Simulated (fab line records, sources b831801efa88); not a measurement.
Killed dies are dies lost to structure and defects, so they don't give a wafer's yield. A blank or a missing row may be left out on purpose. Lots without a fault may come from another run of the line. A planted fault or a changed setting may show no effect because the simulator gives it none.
One fault seen from 2 desks | flow sky130 | each desk has only its own numbers; what lay behind them comes last

THE METROLOGY DESK
What the gauges read, lot by lot, whatever tool the lot ran on: means of the sampled wafers that have a number. A lot is out of limits, marked OUT, if its mean lies more than 4 standard deviations from the usual mean; the brackets give that distance.
Columns: A = VIA2_HDPCVD_THK at SKY_VIA2_THK_MEAS_01, usual 1179 nm; B = VIA2_W_RS at SKY_VIA2_RS_MEAS_22, usual 0.267 ohm/sq; C = VIA2_W_THK at SKY_VIA2_THK_MEAS_23, usual 433 nm
lot  | first seen here | A    | B     | C
L567 | day 35 11:26    | 1159 | 0.268 | 429
L568 | day 36 01:01    | 1171 | 0.265 | 431
L569 | day 36 03:22    | 1188 | 0.267 | 430
L577 | day 38 15:25    | 1167 | 0.286 | 409
L579 | day 39 01:37    | 1190 | 0.281 | 412
L580 | day 39 10:17    | 1169 | 0.267 | 435
L581 | day 39 21:18    | 1182 | 0.266 | 432
L587 | day 41 09:06    | 1185 | 0.266 | 435
L588 | day 42 03:25    | 1190 | 0.261 | 444
L589 | day 42 04:53    | 1194 | 0.269 | 427
L590 | day 42 05:22    | 1202 | 0.273 | 422
This desk's finding: nothing out of limits on any of the 11 lots.

THE TOOL OWNER'S DESK: cvd_w-01
The tool's own readings at SKY_VIA2_CVD_21 (deposits W, target thk 420 nm, time 126.4 s): means of the sampled wafers that have a number, for each lot that ran on this tool. A lot is out of limits, marked OUT, if its mean lies more than 4 standard deviations from the usual mean; the brackets give that distance.
Columns: A = chamber_pressure_Torr at SKY_VIA2_CVD_21, usual 40.03 Torr; B = heater_power_w at SKY_VIA2_CVD_21, usual 889 W
lot  | first seen here | A               | B
L567 | day 36 14:55    | 39.99           | 813
L568 | day 37 04:48    | 39.93           | 878
L577 | day 39 18:11    | 35.70 (-51) OUT | 846
L579 | day 40 03:18    | 35.63 (-52) OUT | 832
L588 | day 43 04:17    | 40.02           | 762
L589 | day 43 05:28    | 40.01           | 842
L590 | day 43 05:52    | 40.03           | 887
This desk's finding: out of limits on L577, L579; first on L577, day 39 18:11 (chamber_pressure_Torr at SKY_VIA2_CVD_21). In limits: L567, L568, L588, L589, L590.

PUT TOGETHER
The tool owner's desk could have raised an alarm at day 39 18:11, on L577, L579.
The metrology desk saw nothing out of limits.
The metrology desk has L577, L579 on record, within its limits.
Of the lots named, all ran SKY_VIA2_CVD_21 on cvd_w-01.

WHAT THE SIMULATOR HAD PUT IN
Process parameter drift: cvd_w-01, from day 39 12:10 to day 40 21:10, at SKY_VIA2_CVD_21. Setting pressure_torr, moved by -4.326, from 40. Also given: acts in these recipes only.
Lots struck among those shown: L577, L579.
Hours from the fault's start to each desk's first reading out of limits: the tool owner's desk, 6.
